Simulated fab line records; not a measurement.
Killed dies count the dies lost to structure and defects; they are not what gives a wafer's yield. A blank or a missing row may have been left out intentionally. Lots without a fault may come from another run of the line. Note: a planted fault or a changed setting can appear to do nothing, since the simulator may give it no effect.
Matching of chambers :: flow gf180mcu :: cmp-01 running GF_V5_CMP_26: 4 sister chambers
The step polishes, stops on SiO2, t overpolish 15 s, target thk 0 nm. 8 wafers are shown with their chamber, then 8 later ones without.

== EACH WAFER AND ITS CHAMBER ==
wafer: L912.2
chamber: 1
motor_current_A (A): 9.3
time_to_endpoint_s (s): 85

wafer: L921.2
chamber: 1
motor_current_A (A): 9.6
time_to_endpoint_s (s): 89

wafer: L921.4
chamber: 2
motor_current_A (A): 11.1
time_to_endpoint_s (s): 84

wafer: L921.5
chamber: 0
motor_current_A (A): 9.3
time_to_endpoint_s (s): 88

wafer: L922.4
chamber: 3
motor_current_A (A): 12.3
time_to_endpoint_s (s): 82

wafer: L922.5
chamber: 3
motor_current_A (A): 12.6
time_to_endpoint_s (s): 81

wafer: L922.6
chamber: 2
motor_current_A (A): 10.8
time_to_endpoint_s (s): 85

wafer: L923.1
chamber: 0
motor_current_A (A): 9.3
time_to_endpoint_s (s): 85

== WAFERS WITHOUT THEIR CHAMBER ==
wafer: L923.2
motor_current_A (A): 8.9
time_to_endpoint_s (s): 88

wafer: L923.3
motor_current_A (A): 10.8
time_to_endpoint_s (s): 82

wafer: L924.2
motor_current_A (A): 10.8
time_to_endpoint_s (s): 85

wafer: L924.4
motor_current_A (A): 9.2
time_to_endpoint_s (s): 80

wafer: L924.5
motor_current_A (A): 9.0
time_to_endpoint_s (s): 87

wafer: L927.1
motor_current_A (A): 11.6
time_to_endpoint_s (s): 87

wafer: L927.2
motor_current_A (A): 9.7
time_to_endpoint_s (s): 84

wafer: L927.4
motor_current_A (A): 9.0
time_to_endpoint_s (s): 83

== WHICH CHAMBER EACH ONE RAN IN ==
wafer: L923.2
from the rows above: can't be placed: 0 or 1
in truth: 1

wafer: L923.3
from the rows above: 2
in truth: 2

wafer: L924.2
from the rows above: 2
in truth: 2

wafer: L924.4
from the rows above: can't be placed: 0 or 1
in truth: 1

wafer: L924.5
from the rows above: can't be placed: 0 or 1
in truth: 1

wafer: L927.1
from the rows above: can't be placed: 2 or 3
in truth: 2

wafer: L927.2
from the rows above: can't be placed: 1 or 0
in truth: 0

wafer: L927.4
from the rows above: can't be placed: 0 or 1
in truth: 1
Correct placement for 2 of the 8. Not placeable from these rows: 6 (in 6, the candidates include the true chamber). 0 placed wrongly.
How it was worked out, from the rows above alone: a wafer's distance from a chamber is the root of the sum, over the readings, of the square of ((its reading less the chamber's mean) divided by the reading's scatter). If the next closest chamber is less than 2 further off than the closest, the wafer can't be placed; otherwise it belongs to the closest. The mean given for a chamber averages the wafers shown for that chamber. The scatter: take each reading less its chamber's mean, square it, sum over the shown wafers, divide by the number of wafers less the number of chambers, and take the root.
